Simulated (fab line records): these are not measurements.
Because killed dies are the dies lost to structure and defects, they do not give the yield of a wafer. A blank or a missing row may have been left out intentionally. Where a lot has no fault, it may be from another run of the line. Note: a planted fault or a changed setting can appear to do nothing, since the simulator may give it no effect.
Tool commonality check	flow gf180mcu	10 lots and 30 wafers in the sample

## WHAT PROMPTED THE OPENING
Of 10 lots, 2 have the reading MVPSD_RS flagged at GF_VT_IMPLANT_RS_MEAS_49. Fault-free wafers read 1168.7 ohm/sq, with a standard deviation of 2.8.
Rule: flag the lot when none of its wafers has a number, or when each of its wafers that has one lies beyond 4 standard deviations from that mean. All remaining lots are regarded as sound.

lot	measured	on	MVPSD_RS (ohm/sq), wafer by wafer	flag
L457	day 7 10:03	film-metro-01	1171.1 1171.3 1167.0	
L460	day 8 07:08	film-metro-01	1169.0 1170.8 1174.0	
L461	day 8 16:42	film-metro-03	1168.5 1169.3 1170.5	
L463	day 9 04:22	film-metro-01	1165.3 1166.3 1169.1	
L464	day 9 13:31	film-metro-01	1171.1 1168.8 1167.7	
L469	day 10 19:58	film-metro-01	1063.9 1063.0 1062.2	FLAGGED
L472	day 11 18:24	film-metro-04	1062.4 1067.2 1062.4	FLAGGED
L475	day 12 15:09	film-metro-03	1166.8 1166.5 1166.6	
L476	day 12 21:29	film-metro-04	1166.8 1174.7 1169.9	
L479	day 13 16:10	film-metro-04	1169.4 1171.6 1169.3	
Average over the flagged lots: 1063.5 ohm/sq; offset from the usual -105.2 ohm/sq, equal to -38 standard deviations.

## WHICH TOOL RAN EACH LOT
Before the reading, the record contains 2 process steps out of a 602-step route. Every cell lists first the tool, next ch and the chambers used by the sampled wafers, and last the start.
lot	flag	GF_MVPSD_IMPLANT_09	GF_VT_IMPLANT_STRIP_42
L457		implanter-03 ch 0, day 4 22:23	plasma-asher-02 ch 0,1, day 7 09:22
L460		implanter-04 ch 0, day 5 16:52	plasma-asher-03 ch 0,1, day 8 06:26
L461		implanter-04 ch 0, day 6 01:56	plasma-asher-02 ch 0,1, day 8 16:01
L463		implanter-01 ch 0, day 6 12:08	plasma-asher-04 ch 0,1, day 9 03:41
L464		implanter-03 ch 0, day 6 18:55	plasma-asher-03 ch 0,1, day 9 12:46
L469	FLAGGED	implanter-03 ch 0, day 7 22:43	plasma-asher-04 ch 0,1, day 10 19:14
L472	FLAGGED	implanter-03 ch 0, day 8 17:13	plasma-asher-03 ch 0,1, day 11 17:41
L475		implanter-04 ch 0, day 9 12:47	plasma-asher-02 ch 0,1, day 12 14:27
L476		implanter-04 ch 0, day 9 17:10	plasma-asher-04 ch 0,1, day 12 20:49
L479		implanter-01 ch 0, day 10 12:46	plasma-asher-03 ch 0,1, day 13 15:28
What the steps here do:
- GF_MVPSD_IMPLANT_09
- GF_VT_IMPLANT_STRIP_42: strips in O2/N2.
- GF_VT_IMPLANT_RS_MEAS_49: measures by four-point-probe.

## FLAGGED AGAINST TOTAL, ONE TOOL AT A TIME (gauges that did the reading follow at the end)
step	tool	lots run	flagged	share of the flagged lots	sound lots run after its first flagged lot
GF_MVPSD_IMPLANT_09	implanter-01	2	0	none	-
GF_MVPSD_IMPLANT_09	implanter-03	4	2	all	0
GF_MVPSD_IMPLANT_09	implanter-04	4	0	none	-
GF_VT_IMPLANT_STRIP_42	plasma-asher-02	3	0	none	-
GF_VT_IMPLANT_STRIP_42	plasma-asher-03	4	1	some	1 (L479)
GF_VT_IMPLANT_STRIP_42	plasma-asher-04	3	1	some	1 (L476)
GF_VT_IMPLANT_RS_MEAS_49	film-metro-01	5	1	some	0
GF_VT_IMPLANT_RS_MEAS_49	film-metro-03	2	0	none	-
GF_VT_IMPLANT_RS_MEAS_49	film-metro-04	3	1	some	2 (L476,L479)

## WHAT THE TABLE ALLOWS
In the table, 1 row covers all flagged lots: implanter-03 at GF_MVPSD_IMPLANT_09.
- implanter-03 at GF_MVPSD_IMPLANT_09: 2 of its 4 lots flagged. Its last sound lot is L464 (day 6 18:55), its first flagged lot L469 (day 7 22:43): a fault that began between those two fits. Its own readings (dose-ions-cm2, faraday-current-uA) fall more than 4 standard deviations out on all wafers of the flagged lots.
Left over: one tool, implanter-03 at GF_MVPSD_IMPLANT_09.

## WHAT HAD BEEN PUT IN BY THE SIMULATOR
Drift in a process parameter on implanter-03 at GF_MVPSD_IMPLANT_09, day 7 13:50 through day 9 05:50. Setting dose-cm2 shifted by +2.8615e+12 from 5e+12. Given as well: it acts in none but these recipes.
Shown lots that were struck: L469, L472. Same finding as the rule above.
